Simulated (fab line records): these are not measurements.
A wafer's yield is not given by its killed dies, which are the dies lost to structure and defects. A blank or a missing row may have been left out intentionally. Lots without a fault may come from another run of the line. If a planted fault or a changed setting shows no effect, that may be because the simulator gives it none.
Split-lot study	flow sky130	5 lots, 23 wafers read, on a route of 708 steps

## ON THE SPLIT
At SKY_NWELL_OXIDATION_01 (stabilise 600 s, purge 300 s, target thk 10 nm), the setting ox time s was moved away from the recipe's 1418 s on 20 of the 23 wafers read, by -9.1% to +7.8%. All remaining wafers had this setting at the recipe value.

The file shows no step between the split and the reading.

## THE READING
NWELL_OXIDATION_THK (nm), taken at SKY_NWELL_THK_MEAS_02. A value of 9.99 nm with a standard deviation of 0.2 nm is what fault-free wafers of this fab line usually give.

wafer	tool, chamber at the split	ox time s as run, s	against the recipe	NWELL_OXIDATION_THK, nm	against lot-mates on the recipe
L074.1	-, -	1337	-5.7%	9.70	no lot-mate on the recipe
L074.2	-, -	1337	-5.7%	9.66	no lot-mate on the recipe
L074.3	-, -	1337	-5.7%	9.72	no lot-mate on the recipe
L074.4	-, -	1337	-5.7%	9.59	no lot-mate on the recipe
L074.5	-, -	1337	-5.7%	9.58	no lot-mate on the recipe
L075.1	-, -	1289	-9.1%	9.10	no lot-mate on the recipe
L075.2	-, -	1289	-9.1%	9.07	no lot-mate on the recipe
L075.3	-, -	1289	-9.1%	9.22	no lot-mate on the recipe
L075.4	-, -	1289	-9.1%	9.13	no lot-mate on the recipe
L075.5	-, -	1289	-9.1%	9.18	no lot-mate on the recipe
L077.1	-, -	1528	+7.8%	10.28	no lot-mate on the recipe
L077.2	-, -	1528	+7.8%	10.36	no lot-mate on the recipe
L077.3	-, -	1528	+7.8%	10.31	no lot-mate on the recipe
L077.5	-, -	1528	+7.8%	10.31	no lot-mate on the recipe
L077.6	-, -	1528	+7.8%	10.32	no lot-mate on the recipe
L078.3	furnace-01, 0	1418	recipe	10.03	-
L078.4	furnace-01, 0	1418	recipe	10.05	-
L078.5	furnace-01, 0	1418	recipe	10.07	-
L080.1	-, -	1512	+6.6%	10.59	no lot-mate on the recipe
L080.2	-, -	1512	+6.6%	10.26	no lot-mate on the recipe
L080.3	-, -	1512	+6.6%	10.29	no lot-mate on the recipe
L080.4	-, -	1512	+6.6%	10.54	no lot-mate on the recipe
L080.5	-, -	1512	+6.6%	10.42	no lot-mate on the recipe

THE FIT
A straight line over all 23 wafers: NWELL_OXIDATION_THK changes by +0.0684 nm for each +1% of ox time s; r = +0.96; the points scatter about the line by 0.15 nm.
Too few moved wafers with a lot-mate on the recipe to fit a line net of each lot's own level.

## THE WHOLE CHAIN: every reading that the file lists as answering this split, in the file's order
step	what it does	reading	change (the file's fit)	r (the file's)
SKY_NWELL_OXIDATION_01	stabilise 600 s, purge 300 s, target thk 10 nm	SiO2_of_NWELL_OXIDATION_01.thk nm (the simulator's own value, which no gauge read)	+0.0676 nm for each +1% of the setting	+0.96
SKY_NWELL_THK_MEAS_02		NWELL_OXIDATION_THK	+0.0684 for each +1% of the setting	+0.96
SKY_NWELL_CLEAN_27	cleans in SC1/SC2, time 150 s	SiO2_of_NWELL_OXIDATION_01.thk nm (the simulator's own value, which no gauge read)	+0.0673 nm for each +1% of the setting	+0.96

## FILE'S OWN FIT
NWELL_OXIDATION_THK changes by +0.0684 nm for each +1% of ox time s, r = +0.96.
